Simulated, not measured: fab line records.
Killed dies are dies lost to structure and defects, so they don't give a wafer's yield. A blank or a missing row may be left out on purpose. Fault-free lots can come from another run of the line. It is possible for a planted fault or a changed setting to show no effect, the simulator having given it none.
Which tool did it? -- flow gf180mcu -- Sampling: 14 lots, 42 wafers, 4 of 602 route steps

== WHAT THE GAUGES READ, wafer by wafer ==
GF_POLY_GATE_THK_MEAS_01.
lot,measured,on,POLY_GATE_CVD_00_THK (nm)
L911,day 8 21:26,film_metro-03,201.3 201.0 199.6
L910,day 8 22:58,film_metro-04,204.8 203.0 203.5
L914,day 9 12:42,film_metro-04,199.9 201.5 201.0
L917,day 10 12:42,film_metro-03,199.3 202.4 201.9
L918,day 10 15:46,film_metro-04,198.4 198.4 198.3
L919,day 10 21:45,film_metro-04,201.6 202.4 201.9
L920,day 11 04:33,film_metro-03,199.6 199.2 198.7
L927,day 14 01:20,film_metro-01,199.3 198.2 199.5
L928,day 14 10:11,film_metro-01,199.5 198.2 199.0
L929,day 14 11:29,film_metro-01,204.0 202.8 202.2
L931,day 14 22:59,film_metro-03,198.6 198.1 198.1
L930,day 15 01:56,film_metro-01,196.3 198.0 197.4
L932,day 15 15:19,film_metro-03,200.3 199.9 198.1
L933,day 15 18:59,film_metro-01,198.3 198.4 199.4

GF_HV_LDD_TW_MEAS_11.
lot,measured,on,HV_LDD_TW
L911,day 10 10:44,film_metro-03,2435 2446 2440
L910,day 10 13:38,film_metro-03,2440 2461 2462
L914,day 11 02:46,film_metro-01,2377 2366 2369
L917,day 12 03:31,film_metro-03,2461 2453 2440
L918,day 12 08:14,film_metro-02,2352 2362 2352
L919,day 12 15:22,film_metro-02,2341 2342 2356
L920,day 12 23:58,film_metro-02,2361 2339 2348
L927,day 15 21:56,film_metro-02,2351 2347 2332
L928,day 16 07:10,film_metro-03,2465 2469 2460
L929,day 16 07:56,film_metro-03,2467 2452 2471
L931,day 16 22:07,film_metro-03,2468 2461 2460
L930,day 17 02:40,film_metro-02,2342 2335 2344
L932,day 17 13:53,film_metro-02,2346 2344 2325
L933,day 17 17:29,film_metro-02,2357 2335 2344

== EACH LOT AND THE TOOL THAT RAN IT (in order: tool; ch and the chambers of the sampled wafers; start) ==
lot,GF_HV_LDD_SOFTBAKE_03,GF_HV_LDD_STRIP_10
L911,"litho_track-04 ch 0, day 10 00:47","plasma_asher-01 ch 0,1, day 10 10:39"
L910,"litho_track-02 ch 0, day 10 04:13","plasma_asher-03 ch 0,1, day 10 13:32"
L914,"litho_track-01 ch 0, day 10 17:05","plasma_asher-02 ch 0,1, day 11 02:40"
L917,"litho_track-04 ch 0, day 11 17:30","plasma_asher-03 ch 0,1, day 12 03:25"
L918,"litho_track-01 ch 0, day 11 22:17","plasma_asher-03 ch 0,1, day 12 08:09"
L919,"litho_track-02 ch 0, day 12 05:26","plasma_asher-01 ch 0,1, day 12 15:16"
L920,"litho_track-02 ch 0, day 12 13:17","plasma_asher-03 ch 0,1, day 12 23:52"
L927,"litho_track-02 ch 0, day 15 10:07","plasma_asher-03 ch 0,1, day 15 21:50"
L928,"litho_track-04 ch 0, day 15 20:42","plasma_asher-02 ch 0,1, day 16 07:04"
L929,"litho_track-02 ch 0, day 15 21:04","plasma_asher-03 ch 0,1, day 16 07:50"
L931,"litho_track-01 ch 0, day 16 10:28","plasma_asher-03 ch 0,1, day 16 22:01"
L930,"litho_track-04 ch 0, day 16 14:49","plasma_asher-01 ch 0,1, day 17 02:33"
L932,"litho_track-02 ch 0, day 17 02:00","plasma_asher-02 ch 0,1, day 17 13:47"
L933,"litho_track-01 ch 0, day 17 05:29","plasma_asher-01 ch 0,1, day 17 17:23"
- GF_HV_LDD_SOFTBAKE_03: time 60 s.
- GF_HV_LDD_STRIP_10: strips in O2/N2.

== WHAT THE TOOLS THEMSELVES READ (means of the sampled wafers that have a number; where no wafer has one, the mark that the record gives instead) ==
GF_HV_LDD_SOFTBAKE_03.
lot,tool,run_length_s (s)
L911,litho_track-04,89.08
L910,litho_track-02,89.13
L914,litho_track-01,89.11
L917,litho_track-04,89.09
L918,litho_track-01,89.31
L919,litho_track-02,92.23
L920,litho_track-02,92.16
L927,litho_track-02,89.11
L928,litho_track-04,89.12
L929,litho_track-02,89.08
L931,litho_track-01,89.15
L930,litho_track-04,89.18
L932,litho_track-02,89.17
L933,litho_track-01,89.30

GF_HV_LDD_STRIP_10.
lot,tool,drypump_motor_current_A (A),heater_power_w (W),oes_product_au (a.u.),strip_time_to_endpoint_s (s)
L911,plasma_asher-01,5.8,298,0.715,12.60
L910,plasma_asher-03,6.1,311,0.718,12.62
L914,plasma_asher-02,5.4,321,0.715,12.65
L917,plasma_asher-03,6.4,303,0.713,12.61
L918,plasma_asher-03,6.1,309,0.713,12.68
L919,plasma_asher-01,5.9,297,0.719,12.64
L920,plasma_asher-03,6.4,306,0.716,12.61
L927,plasma_asher-03,6.4,307,0.716,12.64
L928,plasma_asher-02,5.6,323,0.719,12.66
L929,plasma_asher-03,6.1,311,0.719,12.68
L931,plasma_asher-03,6.1,307,0.715,12.64
L930,plasma_asher-01,5.7,299,0.720,12.64
L932,plasma_asher-02,5.6,322,0.716,12.61
L933,plasma_asher-01,5.7,301,0.712,12.57

== THE ANSWER, worked out from the rows above alone ==
Rule: what is usual is taken from the lots themselves. Put in order of their means at a reading, lots are off if they are a third of the lots or fewer, leave a main group of 4 or more, and stand apart from it by a gap of 3 or more times the standard deviation of the main group's means; of several such gaps the widest counts. A main group whose means are all the same, to the digits that the tables above print for the reading, isn't used. A lot without any number at a reading at which 4 lots or more have one is off too. The other lots that the step has rows for count as sound. The gauges are gone through in route order, then the tools' own readings, and for those a lot's mean is taken as printed above. The first step at which some lot is off is used, and at that step the reading that is off furthest; a lot without a number counts as furthest.
Off at GF_HV_LDD_SOFTBAKE_03 (run_length_s): L919, L920. The main group has a mean of 89.15 s with a standard deviation of 0.075.
If a tool, at that step or one of the process steps before it, ran each lot that is off and ran no sound lot following the first of them, it fits. No candidate that was tried fits.

== WHAT THE SIMULATOR PUT IN ==
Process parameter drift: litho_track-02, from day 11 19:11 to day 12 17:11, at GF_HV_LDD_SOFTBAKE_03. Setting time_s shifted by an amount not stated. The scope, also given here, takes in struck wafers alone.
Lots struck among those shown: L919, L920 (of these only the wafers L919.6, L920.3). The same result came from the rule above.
